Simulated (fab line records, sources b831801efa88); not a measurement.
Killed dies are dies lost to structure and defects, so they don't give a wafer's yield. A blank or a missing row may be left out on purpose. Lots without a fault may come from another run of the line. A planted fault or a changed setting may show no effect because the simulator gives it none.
One fault seen from 2 desks | flow gf180mcu | each desk has only its own numbers; what lay behind them comes last

THE METROLOGY DESK
What the gauges read, lot by lot, whatever tool the lot ran on: means of the sampled wafers that have a number. A lot is out of limits, marked OUT, if its mean lies more than 4 standard deviations from the usual mean; the brackets give that distance.
Columns: A = V5_OVL at GF_V5_OVL_MEAS_15, usual 3 nm
lot  | first seen here | A
L240 | day 28 11:54    | 10
L242 | day 28 15:28    | 2
L243 | day 29 04:37    | 3
L244 | day 29 13:59    | -10
L245 | day 29 15:31    | 10
L247 | day 30 10:22    | 12
L249 | day 31 01:16    | 11
L254 | day 32 06:25    | 3
L255 | day 32 06:36    | 6
L256 | day 32 17:40    | 0
L257 | day 32 21:16    | 6
L258 | day 33 05:58    | 2
L259 | day 33 10:33    | -3
This desk's finding: nothing out of limits on any of the 13 lots.

THE TOOL OWNER'S DESK: litho_track-02
The tool's own readings at GF_PASSIVATION_HMDS_05 (prime time 60 s): means of the sampled wafers that have a number, for each lot that ran on this tool. A lot is out of limits, marked OUT, if its mean lies more than 4 standard deviations from the usual mean; the brackets give that distance.
Columns: A = prime_temp_c at GF_PASSIVATION_HMDS_05, usual 120.01 C
lot  | first seen here | A
L242 | day 29 22:42    | 120.06
L243 | day 30 11:11    | 120.02
L244 | day 30 19:56    | 120.13
L245 | day 30 21:18    | 119.89
L247 | day 31 15:03    | 126.20 (+41) OUT
L249 | day 32 04:23    | 125.99 (+40) OUT
This desk's finding: out of limits on L247, L249; first on L247, day 31 15:03 (prime_temp_c at GF_PASSIVATION_HMDS_05). In limits: L242, L243, L244, L245.

PUT TOGETHER
The tool owner's desk could have raised an alarm at day 31 15:03, on L247, L249.
The metrology desk saw nothing out of limits.
The metrology desk has L247, L249 on record, within its limits.
Of the lots named, all ran GF_PASSIVATION_HMDS_05 on litho_track-02.

WHAT THE SIMULATOR HAD PUT IN
Process parameter drift: litho_track-02, from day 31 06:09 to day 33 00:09, at GF_PASSIVATION_HMDS_05. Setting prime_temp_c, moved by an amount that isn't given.
Lots struck among those shown: L247, L249.
Hours from the fault's start to each desk's first reading out of limits: the tool owner's desk, 9.
